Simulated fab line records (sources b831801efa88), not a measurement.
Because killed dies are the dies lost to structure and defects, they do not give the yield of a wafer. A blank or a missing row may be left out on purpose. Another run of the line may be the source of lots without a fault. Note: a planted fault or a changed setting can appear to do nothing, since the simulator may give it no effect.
Comparing a struck lot with a sound one + flow sky130 + 17 steps out of a route of 708
Sound: wafers L979.1, L979.5, L979.6. Wafers L986.1, L986.3, L986.6 were the ones struck. The cause is named last.
Order at every step that has rows: each side's tool, ch and its chambers, its first start. Under that, the readings that differ: sound wafers + struck wafers + difference of the means + sigmas: that difference in standard deviations of wafers without a fault.
alike: a reading whose means differ by less than 2 such deviations, as well as words and numbers matching on both sides. not compared: withheld readings; readings where some wafer has no value; bounds like >300 that might hide an equal value; numbers whose values overlap and for which the record gives no deviation.
A row with sigmas, a row that says differs or no value, or rows on one side alone: a step with any of these is where the two part. Numbers that don't overlap but have no deviation are shown without sigmas and don't part them. Lack of a reading on every wafer of one side parts them only where that side has two or more wafers.

SKY_VT_ADJUST_HVTR_OVL_MEAS_08:
  sound on overlay-02, day 12 11:35; struck on overlay-02, day 15 03:56
  alike: VT_ADJUST_HVTR_OVL
next, for these wafers, 1 step has no rows: SKY_VT_ADJUST_HVTR_IMPLANT_09.
SKY_VT_ADJUST_HVTR_STRIP_10: strips in O2/N2.
  sound on plasma-asher-04 ch 0,1, day 12 11:47; struck on plasma-asher-01 ch 0,1, day 15 04:08
  alike: chamber-pressure-mTorr, drypump-motor-current-A, oes-product-au, strip-time-to-endpoint-s
  not compared: rf-hours-counter-h
SKY_VT_ADJUST_HVTR_TW_MEAS_11:
  sound on film-metro-02, day 12 11:53; struck on film-metro-03, day 15 04:14
| reading           | sound             | struck            | difference | sigmas |
|-------------------|-------------------|-------------------|------------|--------|
| VT_ADJUST_HVTR_TW | 208.3 209.2 209.3 | 213.7 213.7 213.6 | +4.7       | +3     |
then, 7 steps without rows for these wafers: SKY_VT_ADJUST_PCH_DEHYDRATE_00 (time 60 s); SKY_VT_ADJUST_PCH_HMDS_01 (prime time 60 s); SKY_VT_ADJUST_PCH_COAT_02 (resist thk 3000 nm); SKY_VT_ADJUST_PCH_SOFTBAKE_03; SKY_VT_ADJUST_PCH_EXPOSE_04 (exposes mask NWM, target cd 840 nm); SKY_VT_ADJUST_PCH_PEB_05; SKY_VT_ADJUST_PCH_DEVELOP_06 (develop time 60 s).
SKY_VT_ADJUST_PCH_OVL_MEAS_07:
  sound on overlay-01, day 13 12:37; struck on overlay-02, day 16 07:23
  alike: VT_ADJUST_PCH_OVL
SKY_VT_ADJUST_PCH_IMPLANT_08:
  sound on implanter-03 ch 0, day 13 12:40; struck on implanter-03 ch 0, day 16 07:25
| reading                          | sound                      | struck                          | difference  | sigmas      |
|----------------------------------|----------------------------|---------------------------------|-------------|-------------|
| beam-on-s (s)                    | 9.77 10.45 10.16           | 12.45 12.00 12.58               | +2.22       | +11         |
| end-station-pressure-torr (Torr) | 5.34e-06 4.54e-06 4.67e-06 | 0.00010425 0.00010081 9.397e-05 | +0.00009483 | +99 or more |
| faraday-current-uA               | 2.89 2.68 2.79             | 2.29 2.37 2.27                  | -0.48       | -8          |
SKY_VT_ADJUST_PCH_STRIP_09: strips in O2/N2.
  sound on plasma-asher-02 ch 0,1, day 13 12:49; struck on plasma-asher-03 ch 0, day 16 07:34
| reading                     | sound       | struck      | difference | sigmas |
|-----------------------------|-------------|-------------|------------|--------|
| drypump-motor-current-A (A) | 5.1 5.1 5.6 | 6.4 6.3 6.3 | +1.1       | +2     |
  alike: chamber-pressure-mTorr, oes-product-au, strip-time-to-endpoint-s
  not compared: rf-hours-counter-h
SKY_VT_ADJUST_PCH_TW_MEAS_10:
  sound on film-metro-02, day 13 12:55; struck on film-metro-04, day 16 07:40
| reading          | sound             | struck            | difference | sigmas |
|------------------|-------------------|-------------------|------------|--------|
| VT_ADJUST_PCH_TW | 141.4 141.1 142.4 | 151.2 151.8 151.4 | +9.8       | +11    |
then, 1 step without rows for these wafers: SKY_SONOS_TUNNEL_DEHYDRATE_00 (time 60 s).
-- a jump in the record: the struck wafers' starts before and after are 34 days apart (it breaks off in module SONOS_TUNNEL and resumes in module PAD_OPEN, where the first step shown is number 708 of the route) --
SKY_PAD_OPEN_PROBE_99:
  sound on prober-01, day 48 16:16; struck on prober-02, day 50 12:53
| reading                                  | sound                   | struck                  | difference | sigmas |
|------------------------------------------|-------------------------|-------------------------|------------|--------|
| model.etest.pfet_01v8_lvt.off-log10-a-um | -8.175 -8.013 -7.978    | -8.64 -8.415 -8.454     | -0.45      |        |
| model.etest.pfet_16v.vt-v (V)            | -1.038 -1.046 -1.046    | -1.059 -1.06 -1.06      | -0.016     |        |
| model.etest.pfet-g5v0d10v5.vt-long-v (V) | -0.8772 -0.8844 -0.8848 | -0.8926 -0.8928 -0.8902 | -0.0097    |        |
| model.etest.pfet_01v8_lvt.vt-sat-v (V)   | -0.3733 -0.3775 -0.3789 | -0.4213 -0.4141 -0.4202 | -0.0420    |        |
| model.etest.pfet_01v8_lvt.vt-v (V)       | -0.4777 -0.4834 -0.4854 | -0.5119 -0.5075 -0.5114 | -0.0281    |        |
  alike: killed_at_M0_to_M3, killed_at_M4_up, killed-at-contacts, killed-at-front-end, killed-at-other, killed-dies, killed-open, killed-short
  not compared: model.etest.pfet-g5v0d10v5.off-log10-a-um, model.etest.pfet-g5v0d10v5.vt-sat-v, model.etest.pfet-g5v0d10v5.vt-v

== WHERE THEY PART ==
At SKY_VT_ADJUST_HVTR_TW_MEAS_11 first; at SKY_VT_ADJUST_PCH_TW_MEAS_10 last (within this record only). Later steps at which nothing parts them and some readings are alike: SKY_PAD_OPEN_PROBE_99.

WHY: what had been put in by the simulator
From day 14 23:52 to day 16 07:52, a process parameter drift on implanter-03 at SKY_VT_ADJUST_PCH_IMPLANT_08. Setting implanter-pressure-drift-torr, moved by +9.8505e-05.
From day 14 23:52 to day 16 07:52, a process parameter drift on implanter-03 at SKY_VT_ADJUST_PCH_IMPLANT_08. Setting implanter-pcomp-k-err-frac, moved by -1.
